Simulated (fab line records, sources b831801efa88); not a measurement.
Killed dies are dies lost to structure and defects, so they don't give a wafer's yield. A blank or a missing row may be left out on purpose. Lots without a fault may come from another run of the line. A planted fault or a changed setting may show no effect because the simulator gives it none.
Problem report in the 8D (eight disciplines) form, filled by code | flow sky130 | the parts of the form that need people (team, actions taken, sign-off) are left out

1. THE PROBLEM
VT_ADJUST_LVTN_TW at SKY_VT_ADJUST_LVTN_TW_MEAS_10 reads a mean of 29.6 on 3 wafers of 1 lot; wafers without a fault read 238.1 with a standard deviation of 1.5. That is -99 or more standard deviations from the usual mean.
First seen on wafer L397.1, day 9 20:11, on film_metro-01. The record holds 39 wafers of 13 lots with a number at this step. Rule for "out", or "out of limits": more than 4 standard deviations from the usual mean. The other wafers with a number count as sound.

2. WHAT IT IS AND WHAT IT IS NOT
question                    | is                     | is not
which readings at this step | VT_ADJUST_LVTN_TW      | -
which lots                  | L397                   | L386, L388, L389, L390, L392, L393, L396, L399, L405, L406, L407, L408
which wafers of those lots  | all that have a number | -
read on which gauges        | film_metro-01          | film_metro-03, film_metro-04
when                        | from day 9 20:11       | up to then (21 sound wafers); but 15 sound wafers of L399, L405, L406, L407, L408 came after

3. SUSPECTS, AND WHAT RULES EACH OUT
Counting: a tool at a process step up to the reading stays a suspect if it ran every lot that is out and no sound lot after the first of them.
- the gauge at SKY_VT_ADJUST_LVTN_TW_MEAS_10: ruled out. All the wafers that are out were read on film_metro-01, but those of them that SKY_VT_ADJUST_HVTP_STRIP_10 has rows for are out there too, on other tools.
- plasma_asher-02 at SKY_VT_ADJUST_HVTP_STRIP_10 (strips in O2/N2): ruled out as a lasting fault. Sound lots L405 ran on it after its first lot that is out, L397 (day 8 22:04).
- plasma_asher-01 at SKY_VT_ADJUST_LVTN_STRIP_09 (strips in O2/N2): ruled out as a lasting fault. Sound lots L406 ran on it after its first lot that is out, L397 (day 9 20:05).
Left after counting: nothing in the record.

4. THE CAUSE (what the simulator had put in)
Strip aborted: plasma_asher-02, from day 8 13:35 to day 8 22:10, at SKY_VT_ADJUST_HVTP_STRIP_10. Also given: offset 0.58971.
Counting ruled it out, wrongly: the rule takes a fault to strike every lot that its tool runs from its start on, and this one did not.

5. THE CHAIN OF EFFECTS, in route order
Each row: a reading whose mean over the struck wafers that have a number lies more than 3 standard deviations from the usual. Only readings for which the record gives a usual standard deviation are gone through. hours: the time from each lot's start at the first step in this table that gives one to its start at this step, as a median over the lots. sigmas: the change in usual standard deviations.
hours | step                          | reading                  | usual      | on struck wafers | change | sigmas
0     | SKY_VT_ADJUST_HVTP_STRIP_10   | oes_product_au           | 0.716 a.u. | 0.943            | +0.227 | +52
22    | SKY_VT_ADJUST_LVTN_STRIP_09   | strip_time_to_endpoint_s | 36.92 s    | 42.29            | +5.37  | +62
22    | SKY_VT_ADJUST_LVTN_TW_MEAS_10 | VT_ADJUST_LVTN_TW        | 238.1      | 29.6             | -208.5 | -99 or more
The process steps in it:
- SKY_VT_ADJUST_HVTP_STRIP_10: strips in O2/N2.
- SKY_VT_ADJUST_LVTN_STRIP_09: strips in O2/N2.
Readings that are blank on the struck wafers while sound wafers have them: strip_time_to_endpoint_s at SKY_VT_ADJUST_HVTP_STRIP_10.
Later measuring or inspecting steps at which every struck wafer that the step has a row for has a number for every such reading, and none has moved that far: SKY_SD_P_TW_MEAS_11.

6. WHAT WOULD HAVE CAUGHT IT SOONER
In this record the first reading out of limits at a measuring or inspecting step was taken at day 9 20:11, 31 hours after the fault began at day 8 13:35.
The tool's own readings at SKY_VT_ADJUST_HVTP_STRIP_10 were out on every struck wafer that the step has a row for (oes_product_au): an alarm limit on them would have fired on the first of those.
